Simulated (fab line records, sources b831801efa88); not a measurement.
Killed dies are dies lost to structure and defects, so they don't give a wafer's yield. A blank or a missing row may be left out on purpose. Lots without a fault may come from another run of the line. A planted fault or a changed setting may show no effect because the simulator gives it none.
fab line records | flow sfq_line
record lots=14 wafers=42 last_day=87
route steps=325 shown L0V@23 M0@41 I1@86 I2@103
lots that met no fault: from a run of the same line without faults
start_h: hours from the record's first day to the start of the lot's first wafer shown | wait_h: hours since the lot's step before | " the same as in the row above | L1.1+2: a row that stands for several wafers | - no value, or no start given | * or withheld: withheld | < > ~ a bound
route shown NAME@n: a module of which the file shows steps, and the number in the route of the first | usual: mean/standard deviation of fault-free wafers | same: alike in all rows | chamber/n: place in a boat | sites: the reading at each site | _std_site: their standard deviation | _edge_site: outer sites' mean less inner sites' | radius_mm: how far each site lies from the wafer's centre | mask NAME#n: copy n | behind: the tool/chamber that last shaped the wafer | hold: why the lot was held/for how many hours/how that ended | device: the transistor (n, p or np) that didn't switch | end of line: the same wafers' tests at the end of the route | a step without rows: its recipe alone | killed: dies lost to structure and defects at the first sort, not the wafer's yield | map: a wafer's dies, x killed, . not, _ none there
set.NAME: the setting as run; set.NAME@STEP: as run at that earlier step | model.NAME: the simulator's own value behind a step, which no gauge read
steps of the route over a sample of lots; a table a step, a row a wafer
services: from which hour (start_h, from the record's first day; less than 0 if before it) a tool's chamber was out of use, for how many hours, and why
## steps
# step SFQ_L0V_OVL_MEAS_903
# usual L0V_OVL=-2/6.1
# columns lot.wafer tool chamber start_h wait_h L0V_OVL[nm]
L483.1 overlay-01 - 98.86 0.1 -10
L483.5 " - " " -10
L483.6 " - " " -5
L485.2 overlay-01 - 106.06 0.1 -15
L485.4 " - " " -9
L485.6 " - " " -6
L487.1 overlay-02 - 118.08 0.1 0
L487.5 " - " " -2
L487.6 " - " " -7
L488.1 overlay-02 - 120.46 0.1 -11
L488.2 " - " " -9
L488.4 " - " " -15
L490.2 overlay-01 - 137.26 0.1 -4
L490.4 " - " " -3
L490.6 " - " " -3
L491.3 overlay-01 - 138.47 0.1 3
L491.4 " - " " -2
L491.5 " - " " 4
L492.3 overlay-01 - 212.67 0.1 6
L492.5 " - " " 3
L492.6 " - " " 2
L493.3 overlay-02 - 221.07 0.1 4
L493.4 " - " " -4
L493.5 " - " " 5
L494.1 overlay-01 - 225.86 0.1 -1
L494.3 " - " " 2
L494.6 " - " " -11
L499.1 overlay-01 - 261.03 0.1 -3
L499.3 " - " " 5
L499.4 " - " " 2
L502.1 overlay-02 - 280.23 0.1 8
L502.4 " - " " 10
L502.5 " - " " 8
L503.2 overlay-02 - 292.24 0.1 -1
L503.3 " - " " 5
L503.4 " - " " 4
L505.1 overlay-02 - 304.23 0.1 1
L505.3 " - " " -6
L505.6 " - " " -12
L506.2 overlay-02 - 307.84 0.1 -16
L506.5 " - " " -3
L506.6 " - " " -7
# step SFQ_TRILAYER_M0_STRIP_STRIP_025
# recipe gas=O2 power_w=200 platen_temp_c=40 overash_fraction=0.65 chemistry=O2 pressure_mtorr=50
# usual chamber_pressure_mTorr=50.00/0.048 drypump_motor_current_A=5.92/0.24 he_backside_leak_sccm=3.5/0.34 oes_product_au=0.999/0.011
# columns lot.wafer tool chamber start_h wait_h chamber_pressure_mTorr drypump_motor_current_A he_backside_leak_sccm oes_product_au rf_hours_counter_h
L483.1 rie_metal-01 0 177.08 0.1 50.07 6.13 3.2 1.006 150
L483.5 " 0 " " 49.97 6.16 3.3 1.008 -
L483.6 " 1 " " 50.05 6.28 3.0 0.993 -
L485.2 rie_metal-02 1 181.88 0.1 50.04 5.72 3.7 0.985 114
L485.4 " 0 " " 50.01 5.63 3.2 0.998 -
L485.6 " 1 " " 50.04 5.73 3.7 0.982 -
L487.1 rie_metal-02 1 196.28 0.1 50.04 5.73 3.7 0.987 118
L487.5 " 1 " " 50.04 5.77 3.7 0.991 -
L487.6 " 0 " " 50.01 5.62 3.2 1.006 -
L488.1 rie_metal-01 1 200.88 0.1 50.03 6.29 3.4 0.995 13
L488.2 " 0 " " 49.97 6.13 3.5 1.007 154
L488.4 " 1 " " 50.09 6.33 3.2 0.998 -
L490.2 rie_metal-01 1 217.68 0.1 49.91 6.29 3.2 1.004 16
L490.4 " 0 " " 50.02 6.11 3.3 1.001 -
L490.6 " 0 " " 50.03 6.11 3.3 1.002 -
L491.3 rie_metal-03 0 240.93 0.2 49.92 5.91 3.6 0.972 -
L491.4 " 1 " " 49.98 5.96 3.4 1.001 -
L491.5 " 0 " " 49.98 5.96 3.7 0.975 -
L492.3 rie_metal-01 1 327.22 0.2 50.02 6.28 3.2 1.005 -
L492.5 " 0 " " 50.01 6.13 3.4 0.999 -
L492.6 " 1 " " 49.94 6.32 3.3 1.002 -
L493.3 rie_metal-02 1 339.22 0.2 50.05 5.76 3.8 0.998 -
L493.4 " 0 " " 50.02 5.68 3.4 0.995 -
L493.5 " 1 " " 50.00 5.76 3.8 0.998 -
L494.1 rie_metal-02 0 345.02 0.1 49.97 5.66 3.2 0.998 53
L494.3 " 0 " " 50.03 5.66 3.2 1.003 -
L494.6 " 0 " " 49.94 5.63 2.9 0.996 -
L499.1 rie_metal-02 0 383.15 0.1 49.97 5.61 3.5 1.012 58
L499.3 " 1 " " 50.00 5.75 3.9 0.988 -
L499.4 " 0 " " 50.03 5.65 3.5 1.000 -
L502.1 rie_metal-02 0 407.29 0.1 50.03 5.63 3.4 0.992 61
L502.4 " 1 " " 50.01 5.74 3.9 0.986 -
L502.5 " 1 " " 50.01 5.77 3.9 0.994 -
L503.2 rie_metal-02 1 428.11 0.1 49.94 5.76 3.9 0.992 154
L503.3 " 1 " " 50.04 5.77 4.5 0.993 -
L503.4 " 0 " " 50.01 5.67 3.2 1.003 -
L505.1 rie_metal-02 0 441.31 0.1 49.98 5.61 3.3 0.994 67
L505.3 " 0 " " 50.03 5.61 3.3 0.984 -
L505.6 " 1 " " 49.93 5.74 4.0 0.996 -
L506.2 rie_metal-01 0 444.91 0.1 50.02 6.06 3.2 1.016 6
L506.5 " 1 " " 50.00 6.27 3.1 1.004 -
L506.6 " 0 " " 49.97 6.08 3.2 1.019 -
# step SFQ_TRILAYER_I1_VIA_STRIP_STRIP_053
# recipe gas=O2 power_w=200 platen_temp_c=40 overash_fraction=0.65 chemistry=O2 pressure_mtorr=50
# usual chamber_pressure_mTorr=50.00/0.045 drypump_motor_current_A=5.9/0.39 he_backside_leak_sccm=3.4/0.32 oes_product_au=0.999/0.0095
# columns lot.wafer tool chamber start_h wait_h chamber_pressure_mTorr drypump_motor_current_A he_backside_leak_sccm oes_product_au rf_hours_counter_h
L483.1 rie_metal-03 0 567.18 - 50.04 5.9 3.5 0.988 21
L483.5 " 1 " " 49.93 6.0 3.7 1.014 -
L483.6 " 0 " " 50.00 5.9 3.5 0.995 -
L485.2 rie_metal-01 1 580.38 - 50.06 6.3 3.2 1.000 72
L485.4 " 1 " " 50.03 6.3 3.4 1.004 -
L485.6 " 1 " " 50.02 6.3 3.3 0.995 -
L487.1 rie_metal-04 0 611.55 - 50.04 5.0 3.3 1.020 5
L487.5 " 1 " " 49.98 5.8 3.2 1.003 -
L487.6 " 0 " " 50.04 5.0 3.3 1.011 -
L488.1 rie_metal-01 1 627.15 - 49.96 6.3 3.1 0.991 78
L488.2 " 1 " " 50.00 6.3 3.1 0.991 -
L488.4 " 1 " " 49.87 6.3 3.2 0.991 -
L490.2 rie_metal-01 0 646.35 - 49.99 6.1 3.2 0.991 34
L490.4 " 0 " " 50.06 6.1 3.3 0.995 -
L490.6 " 0 " " 50.04 6.1 3.4 0.995 -
L491.3 rie_metal-01 0 648.95 - 49.98 6.1 3.4 0.999 -
L491.4 " 1 " " 60.07 6.3 3.0 0.996 -
L491.5 " 0 " " 50.01 6.1 3.1 0.985 -
L492.3 rie_metal-04 1 653.75 - 49.98 5.8 3.2 0.985 -
L492.5 " 1 " " 50.05 5.8 3.3 0.986 -
L492.6 " 0 " " 49.92 5.0 3.0 1.007 -
L493.3 rie_metal-03 1 662.59 - 50.05 6.0 3.7 1.007 -
L493.4 " 0 " " 50.03 6.0 3.6 0.996 -
L493.5 " 0 " " 50.08 6.0 3.5 0.990 -
L494.1 rie_metal-01 1 669.59 - 59.99 6.3 3.1 0.985 85
L494.3 " 1 " " 59.97 6.3 3.3 0.994 -
L494.6 " 0 " " 49.99 6.1 3.4 1.007 -
L499.1 rie_metal-04 0 710.52 - 50.02 5.0 3.2 1.011 13
L499.3 " 0 " " 50.01 5.0 3.2 1.017 -
L499.4 " 1 " " 50.07 5.8 3.2 1.003 -
L502.1 rie_metal-03 1 737.54 - 50.02 5.9 3.9 0.989 111
L502.4 " 1 " " 49.89 5.9 3.8 0.995 -
L502.5 " 1 " " 50.02 6.0 3.8 0.998 -
L503.2 rie_metal-01 1 769.59 - 50.02 6.3 3.4 1.002 99
L503.3 " 1 " " 50.06 6.3 3.2 0.986 -
L503.4 " 0 " " 49.95 6.2 3.4 1.010 -
L505.1 rie_metal-04 0 775.82 - 50.02 5.0 3.2 1.011 21
L505.3 " 1 " " 50.00 5.8 3.2 0.999 -
L505.6 " 0 " " 50.07 5.0 3.1 1.004 -
L506.2 rie_metal-04 0 786.74 - 49.98 5.0 3.3 1.004 22
L506.5 " 1 " " 50.00 5.8 3.2 0.990 -
L506.6 " 0 " " 50.02 5.0 3.9 1.009 -
# step SFQ_TRILAYER_I2_DEP_PECVD_063
# recipe material=SiO2 temp_c=150 time_s=111.11 pressure_torr=2.4 rf_w=183.3 precursor=SiH4/N2O target_thk_nm=500
# usual heater_power_w=82/10 throttle_valve_pct=25.7/1.4
# columns lot.wafer tool chamber start_h wait_h heater_power_w since_wet_clean_h throttle_valve_pct
L483.1 pecvd-04 0 725.73 0.0 88 517 23.7
L483.5 " 0 " " 92 - 23.8
L483.6 " 2 " " 60 - 25.1
L485.2 pecvd-01 1 736.53 0.0 97 898 24.7
L485.4 " 1 " " 81 - 24.6
L485.6 " 2 " " 76 - 28.4
L487.1 pecvd-04 1 763.68 0.0 97 555 25.0
L487.5 " 0 " " 86 - 24.0
L487.6 " 2 " " 67 - 25.2
L488.1 pecvd-01 0 774.57 0.0 75 936 26.6
L488.2 " 1 " " 93 936 24.5
L488.4 " 1 " " 95 - 24.5
L490.2 pecvd-02 0 793.77 0.0 84 1339 27.1
L490.4 " 2 " " 100 - 25.6
L490.6 " 1 " " 78 - 25.2
L491.3 pecvd-04 2 797.37 0.0 70 589 25.3
L491.4 " 0 " " 91 - 24.2
L491.5 " 2 " " 73 - 25.3
L492.3 pecvd-01 0 800.97 0.0 63 962 26.7
L492.5 " 1 " " 91 - 24.7
L492.6 " 2 " " 64 - 28.6
L493.3 pecvd-01 1 808.17 0.0 82 969 24.8
L493.4 " 2 " " 70 - 29.0
L493.5 " 1 " " 88 - 24.8
L494.1 pecvd-04 2 815.38 0.0 70 607 25.4
L494.3 " 1 " " 95 607 24.9
L494.6 " 0 " " 85 - 24.3
L499.1 pecvd-02 0 858.40 0.0 93 1403 26.9
L499.3 " 1 " " 83 1403 25.4
L499.4 " 1 " " 87 - 25.1
L502.1 pecvd-01 2 884.54 0.0 76 1046 29.0
L502.4 " 0 " " 78 - 27.2
L502.5 " 2 " " 79 - 28.9
L503.2 pecvd-04 1 908.54 0.0 94 700 25.1
L503.3 " 0 " " 92 700 24.4
L503.4 " 1 " " 81 - 24.9
L505.1 pecvd-02 1 915.74 0.0 89 1461 25.3
L505.3 " 0 " " 98 1461 27.0
L505.6 " 0 " " 82 - 27.1
L506.2 pecvd-02 0 923.12 0.0 88 1468 26.7
L506.5 " 1 " " 90 - 25.4
L506.6 " 2 " " 99 - 25.8
## services
# columns tool chamber start_h hours kind
rie_metal-01 - 171.02 0.2 repair
rie_metal-02 0 175.34 5.9 repair
pecvd-04 - 194.25 14.0 pm
pecvd-04 0 201.10 7.1 repair
rie_metal-04 0 201.53 88.1 repair
pecvd-01 1 213.51 5.8 repair
pecvd-01 - 229.70 5.5 pm
rie_metal-04 - 243.03 2.8 pm
rie_metal-02 0 255.51 19.2 repair
pecvd-01 0 268.60 20.9 repair
pecvd-01 - 302.91 6.0 pm
pecvd-01 - 316.26 0.7 repair
rie_metal-01 - 365.35 0.3 repair
rie_metal-01 0 372.32 9.3 repair
rie_metal-02 - 510.72 4.3 pm
rie_metal-01 0 539.90 1.3 repair
rie_metal-01 - 612.07 4.3 pm
rie_metal-01 0 625.75 7.0 repair
rie_metal-02 - 657.77 2.6 repair
rie_metal-01 - 696.04 2.8 pm
rie_metal-02 - 800.98 2.8 pm
rie_metal-02 1 827.57 4.6 repair
rie_metal-01 - 854.49 0.2 repair
rie_metal-02 - 909.64 1.3 repair
## key
first_sign step=SFQ_TRILAYER_I1_VIA_STRIP_STRIP_053 reading=chamber_pressure_mTorr direction=up sigmas=99+ usual=50.00 struck=60.01
effect none on later readings
met_at SFQ_TRILAYER_I1_VIA_STRIP_STRIP_053
struck_lots L491,L494
struck_wafers L491.4,L494.1,L494.3
not_acting_at SFQ_L0V_OVL_MEAS_903,SFQ_TRILAYER_M0_STRIP_STRIP_025,SFQ_TRILAYER_I2_DEP_PECVD_063
onset_between 627.15 648.95
fault kind=process_parameter_drift tool=rie_metal-01 chamber=1 onset_h=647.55 steps=SFQ_TRILAYER_I1_VIA_STRIP_STRIP_053 channel=pressure_mtorr offset=10 shape=step end_h=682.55 acts_in=these_recipes_only stated=50
